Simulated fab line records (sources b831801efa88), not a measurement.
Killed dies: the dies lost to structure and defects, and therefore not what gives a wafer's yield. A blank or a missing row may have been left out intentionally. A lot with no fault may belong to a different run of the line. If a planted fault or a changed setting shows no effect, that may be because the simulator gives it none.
2 desks looking at one fault :: flow gf180mcu :: numbers are kept per desk, each desk with only its own; the story behind them comes last

## TOOL OWNER'S DESK, pvd sputter-01
The tool's own readings at GF_M1_SPUTTER_02 (material AlCu, target thk 450 nm, time 23.9 s): means of the sampled wafers that have a number, for each lot that ran on this tool. If a lot's mean is further than 4 standard deviations from the usual mean, the lot is out of limits and carries the mark OUT (the distance appears in the brackets).
Columns: A = throttle valve pct at GF_M1_SPUTTER_02, usual 29.5 %
lot: L978
first seen here: day 16 07:11
A: 29.3

lot: L980
first seen here: day 16 21:15
A: 30.7

lot: L992
first seen here: day 21 06:14
A: 29.5

lot: L995
first seen here: day 22 08:34
A: 30.2
Finding of this desk: none of the 4 lots has anything out of limits.

## THE METROLOGY DESK
What the gauges read, lot by lot, whatever tool the lot ran on: means of the sampled wafers that have a number. If a lot's mean is further than 4 standard deviations from the usual mean, the lot is out of limits and carries the mark OUT (the distance appears in the brackets).
Columns: A = M1_ALCU_RS at GF_M1_RS_MEAS_05, usual 0.0696 ohm/sq; B = M1_ALCU_THK at GF_M1_THK_MEAS_06, usual 448 nm
lot: L978
first seen here: day 16 07:17
A: 0.0695
B: 447

lot: L979
first seen here: day 16 11:11
A: 0.0702
B: 443

lot: L980
first seen here: day 16 21:23
A: 0.0695
B: 454

lot: L981
first seen here: day 17 07:18
A: 0.0693
B: 445

lot: L984
first seen here: day 18 15:06
A: 0.0699
B: 444

lot: L988
first seen here: day 19 22:11
A: 0.0693
B: 447

lot: L989
first seen here: day 20 13:39
A: 0.0700
B: 449

lot: L992
first seen here: day 21 06:21
A: 0.0697
B: 447

lot: L994
first seen here: day 21 23:10
A: 0.0702
B: 449

lot: L995
first seen here: day 22 08:39
A: 0.1095 (+72) OUT
B: 358 (-21) OUT

lot: L996
first seen here: day 23 03:42
A: 0.0692
B: 449

lot: L999
first seen here: day 24 01:40
A: 0.0692
B: 457
This desk finds L995 out of limits, with the earliest case on L995 at day 22 08:39 (M1_ALCU_RS at GF_M1_RS_MEAS_05). Within limits: L978, L979, L980, L981, L984, L988, L989, L992, L994, L996, L999.

## PUT TOGETHER
An alarm was possible from the metrology desk at day 22 08:39, on L995.
The tool owner's desk saw nothing out of limits.
The tool owner's desk has L995 on record, within its limits.
All the named lots went through GF_M1_SPUTTER_02 on pvd sputter-01.

## WHAT WAS PUT IN BY THE SIMULATOR
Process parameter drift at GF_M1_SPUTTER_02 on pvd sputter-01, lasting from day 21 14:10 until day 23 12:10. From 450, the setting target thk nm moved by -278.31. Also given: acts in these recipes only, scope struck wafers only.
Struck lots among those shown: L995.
Per desk, hours elapsed from the start of the fault to the first reading out of limits: for the metrology desk, 18.
